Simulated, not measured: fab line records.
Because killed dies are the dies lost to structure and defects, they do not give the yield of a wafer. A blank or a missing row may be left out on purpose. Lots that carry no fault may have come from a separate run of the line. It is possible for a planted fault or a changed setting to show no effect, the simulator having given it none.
Which tool was responsible? | flow sfq_line | 15 lots, 45 wafers sampled, at 5 steps of a route of 325

## WHAT THE GAUGES SHOWED, per wafer
SFQ_M1_OVL_MEAS_911. Usual: M1_OVL -2 nm, standard deviation 6.
lot  | measured     | on         | M1_OVL (nm) | flag
L941 | day 13 01:13 | overlay-02 | -8 -7 -4    |
L942 | day 13 12:01 | overlay-02 | 0 3 7       |
L943 | day 13 14:25 | overlay-01 | 3 7 2       |
L944 | day 13 18:01 | overlay-02 | -6 -3 -9    |
L945 | day 13 21:37 | overlay-02 | -4 -9 -13   |
L946 | day 14 03:37 | overlay-02 | 3 6 3       |
L947 | day 14 14:25 | overlay-02 | -6 1 0      |
L951 | day 16 09:37 | overlay-01 | -3 -3 -8    |
L952 | day 16 14:25 | overlay-02 | -5 -13 -10  |
L956 | day 17 16:49 | overlay-02 | 17 12 15    |
L958 | day 18 06:46 | overlay-02 | 1 -6 -2     |
L960 | day 18 17:34 | overlay-01 | -7 -5 -5    |
L961 | day 18 23:34 | overlay-02 | 1 -6 -3     |
L962 | day 19 02:58 | overlay-02 | -2 -2 -2    |
L964 | day 19 13:52 | overlay-01 | 5 5 -2      |

SFQ_I1_OVL_MEAS_913. Usual: I1_OVL 0 nm, standard deviation 5.8.
lot  | measured     | on         | I1_OVL (nm) | flag
L941 | day 17 15:44 | overlay-01 | -2 -5 -5    |
L942 | day 18 01:20 | overlay-01 | 4 1 3       |
L943 | day 18 03:44 | overlay-02 | 1 1 2       |
L944 | day 18 07:20 | overlay-01 | 5 -4 -10    |
L945 | day 18 09:44 | overlay-02 | -5 -4 1     |
L946 | day 18 20:32 | overlay-01 | -7 -6 -6    |
L947 | day 19 06:08 | overlay-02 | -12 -8 -8   |
L951 | day 21 20:55 | overlay-01 | 3 2 3       |
L952 | day 22 00:30 | overlay-02 | -5 0 1      |
L956 | day 23 00:30 | overlay-02 | 3 3 7       |
L958 | day 23 13:43 | overlay-01 | 7 9 7       |
L960 | day 24 06:30 | overlay-01 | 6 7 4       |
L961 | day 24 08:55 | overlay-01 | 1 -1 7      |
L962 | day 24 12:30 | overlay-01 | -4 2 -3     |
L964 | day 24 23:19 | overlay-01 | -1 -2 -3    |

## TOOL THAT RAN EACH LOT (tool first, then ch and the chambers of the sampled wafers, then the start)
lot  | SFQ_TRILAYER_L0_CAP_PECVD_011  | SFQ_TRILAYER_L0_VIA_ETCH_VIA_ETCH_016 | SFQ_TRILAYER_M0_BARC_OPEN_METAL_ETCH_031
L941 | pecvd-01 ch 1,2, day 3 06:07   | rie_diel-02 ch 1,3, day 5 06:31       | rie_metal-02 ch 0,1, day 7 12:38
L942 | pecvd-03 ch 0,1,2, day 3 13:19 | rie_diel-04 ch 2,3, day 5 16:07       | rie_metal-01 ch 0,1, day 7 22:14
L943 | pecvd-02 ch 0,1,2, day 3 17:06 | rie_diel-03 ch 0,1,2, day 5 22:01     | rie_metal-01 ch 0, day 8 04:14
L944 | pecvd-01 ch 0,1,2, day 4 00:07 | rie_diel-04 ch 0,1,3, day 6 02:55     | rie_metal-04 ch 0, day 8 09:02
L945 | pecvd-03 ch 0,1, day 4 03:54   | rie_diel-02 ch 0,1,2, day 6 06:31     | rie_metal-02 ch 0,1, day 8 10:41
L946 | pecvd-02 ch 0,1,2, day 4 09:43 | rie_diel-02 ch 0,1,3, day 6 10:07     | rie_metal-01 ch 0,1, day 8 15:02
L947 | pecvd-03 ch 1,2, day 4 14:31   | rie_diel-04 ch 0,1,3, day 6 17:21     | rie_metal-02 ch 1, day 8 23:28
L951 | pecvd-02 ch 0,2, day 5 19:30   | rie_diel-04 ch 0,1,2, day 8 01:03     | rie_metal-04 ch 0, day 10 11:29
L952 | pecvd-03 ch 0,1,2, day 5 22:56 | rie_diel-04 ch 0,1, day 8 04:39       | rie_metal-04 ch 0, day 10 16:14
L956 | pecvd-02 ch 0,1,2, day 6 21:38 | rie_diel-03 ch 0,1,2, day 9 03:27     | rie_metal-01 ch 0,1, day 11 15:47
L958 | pecvd-02 ch 0,1, day 7 09:31   | rie_diel-03 ch 0,2,3, day 9 16:39     | rie_metal-01 ch 0,1, day 12 08:31
L960 | pecvd-01 ch 0,1,2, day 7 18:10 | rie_diel-04 ch 0,2, day 10 01:03      | rie_metal-02 ch 0,1, day 12 19:14
L961 | pecvd-03 ch 0,1, day 8 00:11   | rie_diel-03 ch 1,2,3, day 10 09:27    | rie_metal-04 ch 0,1, day 13 04:50
L962 | pecvd-02 ch 0,1,2, day 8 04:59 | rie_diel-03 ch 1,2,3, day 10 15:27    | rie_metal-02 ch 0,1, day 13 08:26
L964 | pecvd-01 ch 0,2, day 8 16:26   | rie_diel-02 ch 0,2, day 11 05:51      | rie_metal-01 ch 0,1, day 14 00:02
- SFQ_TRILAYER_L0_CAP_PECVD_011: deposits SiO2 from SiH4/N2O, time 13.333 s, target thk 60 nm.
- SFQ_TRILAYER_L0_VIA_ETCH_VIA_ETCH_016: etches SiO2 in CHF3, stops on MoNx KI, target depth 80 nm.
- SFQ_TRILAYER_M0_BARC_OPEN_METAL_ETCH_031: etches BARC in O2, target depth 125 nm, time 41.7 s.

## WHAT THE TOOLS THEMSELVES READ (means of the sampled wafers that have a number; where no wafer has one, the mark that the record gives instead)
SFQ_TRILAYER_L0_CAP_PECVD_011. Usual: heater_power_w 82 W, standard deviation 14; throttle_valve_pct 24.7 %, standard deviation 1.1.
lot  | tool     | heater_power_w (W) | throttle_valve_pct (%) | flag
L941 | pecvd-01 | 90                 | 23.7                   |
L942 | pecvd-03 | 86                 | 23.8                   |
L943 | pecvd-02 | 73                 | 26.3                   |
L944 | pecvd-01 | 80                 | 24.0                   |
L945 | pecvd-03 | 98                 | 23.9                   |
L946 | pecvd-02 | 77                 | 26.2                   |
L947 | pecvd-03 | 81                 | 23.8                   |
L951 | pecvd-02 | 95                 | 25.9                   |
L952 | pecvd-03 | 87                 | 24.0                   |
L956 | pecvd-02 | 79                 | 26.2                   |
L958 | pecvd-02 | 65                 | 26.1                   |
L960 | pecvd-01 | 81                 | 24.3                   |
L961 | pecvd-03 | 90                 | 24.0                   |
L962 | pecvd-02 | 78                 | 26.2                   |
L964 | pecvd-01 | 80                 | 24.2                   |

SFQ_TRILAYER_L0_VIA_ETCH_VIA_ETCH_016. Usual: drypump_motor_current_A 5.86 A, standard deviation 0.24; oes_product_au 0.844 a.u., standard deviation 0.0083.
lot  | tool        | drypump_motor_current_A (A) | oes_product_au (a.u.) | flag
L941 | rie_diel-02 | 5.89                        | 0.845                 |
L942 | rie_diel-04 | 5.84                        | 0.844                 |
L943 | rie_diel-03 | 6.00                        | 0.840                 |
L944 | rie_diel-04 | 5.78                        | 0.845                 |
L945 | rie_diel-02 | 6.06                        | 0.848                 |
L946 | rie_diel-02 | 5.97                        | 0.839                 |
L947 | rie_diel-04 | 5.77                        | 0.835                 |
L951 | rie_diel-04 | 5.77                        | 1.010                 | OFF
L952 | rie_diel-04 | 5.75                        | 0.854                 |
L956 | rie_diel-03 | 6.00                        | 1.002                 | OFF
L958 | rie_diel-03 | 5.72                        | 0.840                 |
L960 | rie_diel-04 | 5.81                        | 1.000                 | OFF
L961 | rie_diel-03 | 5.75                        | 0.839                 |
L962 | rie_diel-03 | 5.74                        | 0.840                 |
L964 | rie_diel-02 | 6.09                        | 0.849                 |

SFQ_TRILAYER_M0_BARC_OPEN_METAL_ETCH_031. Usual: drypump_motor_current_A 5.7 A, standard deviation 0.43; he_backside_leak_sccm 3.4 sccm, standard deviation 0.32; oes_product_au 0.685 a.u., standard deviation 0.0046.
lot  | tool         | drypump_motor_current_A (A) | he_backside_leak_sccm (sccm) | oes_product_au (a.u.) | flag
L941 | rie_metal-02 | 5.9                         | 3.3                          | 0.687                 |
L942 | rie_metal-01 | 5.3                         | 3.5                          | 0.682                 |
L943 | rie_metal-01 | 5.0                         | 3.6                          | 0.686                 |
L944 | rie_metal-04 | 6.0                         | 3.2                          | 0.683                 |
L945 | rie_metal-02 | 6.1                         | 3.3                          | 0.681                 |
L946 | rie_metal-01 | 5.3                         | 3.6                          | 0.686                 |
L947 | rie_metal-02 | 5.6                         | 4.0                          | 0.689                 |
L951 | rie_metal-04 | 6.0                         | 3.1                          | 0.679                 |
L952 | rie_metal-04 | 6.0                         | 3.3                          | 0.682                 |
L956 | rie_metal-01 | 5.5                         | 3.3                          | 0.685                 |
L958 | rie_metal-01 | 5.3                         | 3.4                          | 0.686                 |
L960 | rie_metal-02 | 6.1                         | 3.2                          | 0.689                 |
L961 | rie_metal-04 | 5.9                         | 3.4                          | 0.683                 |
L962 | rie_metal-02 | 6.1                         | 3.2                          | 0.683                 |
L964 | rie_metal-01 | 5.3                         | 3.5                          | 0.684                 |

## THE ANSWER, worked out from the rows above alone
Rule: a lot is off if the mean of its wafers that have a number lies more than 3 standard deviations from the usual mean. Also off: a lot with no number at a reading for which 4 or more lots have one. All remaining lots with rows at the step are treated as sound. After the gauges, taken in route order, come the tools' own readings; for these a lot's mean is taken, as printed above. At the first step where some lot is off, the reading lying furthest off is the one used; lots without a number count as furthest.
Off, at SFQ_TRILAYER_L0_VIA_ETCH_VIA_ETCH_016 on oes_product_au: L951, L956, L960.
If a tool, at that step or one of the process steps before it, ran each lot that is off and ran no sound lot following the first of them, it fits. Of those tried, none fits.

## WHAT THE SIMULATOR PUT IN
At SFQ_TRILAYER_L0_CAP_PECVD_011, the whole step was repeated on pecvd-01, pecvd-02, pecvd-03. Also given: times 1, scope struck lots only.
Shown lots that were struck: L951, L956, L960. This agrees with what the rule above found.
